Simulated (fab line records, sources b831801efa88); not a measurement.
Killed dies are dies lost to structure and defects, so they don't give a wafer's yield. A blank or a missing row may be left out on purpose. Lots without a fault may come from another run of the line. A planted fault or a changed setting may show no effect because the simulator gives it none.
A struck lot beside a sound one | flow sky130 | 14 steps out of a route of 708
Sound: wafers L673.2, L673.3, L673.5. Struck: wafers L663.2, L663.3, L663.5. The cause comes at the end.
At each step with rows: each side's tool, then ch and its chambers, then its first start. Under that, the readings that differ: sound wafers | struck wafers | difference of the means | sigmas: that difference in standard deviations of wafers without a fault.
alike: readings whose means differ by less than 2 such deviations, and words and numbers that are the same on both sides. not compared: withheld readings, readings that some wafer has no value for, bounds like >300 that may hide the same value, and numbers for which the record gives no deviation and whose values overlap.
The two part at a step that has a row with sigmas, a row that says differs or no value, or rows on one side only. Numbers that don't overlap but have no deviation are shown without sigmas and don't part them. A reading that every wafer of one side lacks parts them only if that side has two wafers or more.

SKY_METAL2_SPUTTER_00: material Ti, target thk 15 nm, time 10 s.
  sound on pvd_sputter-04, day 39 05:25; struck on pvd_sputter-01, day 36 04:33
  alike: throttle_valve_pct
SKY_METAL2_SPUTTER_01: material TiN, target thk 20 nm, time 16.7 s.
  sound on pvd_sputter-04, day 39 05:26; struck on pvd_sputter-01, day 36 04:34
  alike: throttle_valve_pct
SKY_METAL2_SPUTTER_02: material AlCu, target thk 250 nm, time 13.3 s.
  sound on pvd_sputter-04, day 39 05:28; struck on pvd_sputter-01, day 36 04:35
  alike: throttle_valve_pct
SKY_METAL2_SPUTTER_03: material Ti, target thk 5 nm, time 3.3 s.
  sound on pvd_sputter-04, day 39 05:29; struck on pvd_sputter-01, day 36 04:37
  alike: throttle_valve_pct
SKY_METAL2_SPUTTER_04: material TiN, target thk 70 nm, time 58.3 s.
  sound on pvd_sputter-04, day 39 05:30; struck on pvd_sputter-01, day 36 04:38
  alike: throttle_valve_pct
SKY_METAL2_RS_MEAS_05: measures by four-point-probe.
  sound on film_metro-04, day 39 05:34; struck on film_metro-03, day 36 04:43
  alike: METAL2_ALCU_RS
SKY_METAL2_THK_MEAS_06: measures by xrf.
  sound on film_metro-04, day 39 05:41; struck on film_metro-03, day 36 04:49
  alike: METAL2_ALCU_THK
then, 5 steps without rows for these wafers: SKY_METAL2_DEHYDRATE_07 (time 60 s); SKY_METAL2_HMDS_08 (prime time 60 s); SKY_METAL2_COAT_09 (resist thk 60 nm); SKY_METAL2_COAT_10 (resist thk 450 nm); SKY_METAL2_SOFTBAKE_11 (time 90 s).
SKY_METAL2_EXPOSE_12: exposes mask MM2, target cd 140 nm.
  sound on krf_scanner-02 ch 0, day 39 18:13; struck on krf_scanner-01, day 36 18:04
  no value came back on the struck wafers for exposure_dose_mJ_cm2, focus_offset_nm (nm); on the sound wafers exposure_dose_mJ_cm2 reads 27.96 27.98 28.00
  alike: mask
then, 1 step without rows for these wafers: SKY_METAL2_PEB_13.

WHERE THEY PART
Only at SKY_METAL2_EXPOSE_12, within this record.

WHY: what the simulator had put in
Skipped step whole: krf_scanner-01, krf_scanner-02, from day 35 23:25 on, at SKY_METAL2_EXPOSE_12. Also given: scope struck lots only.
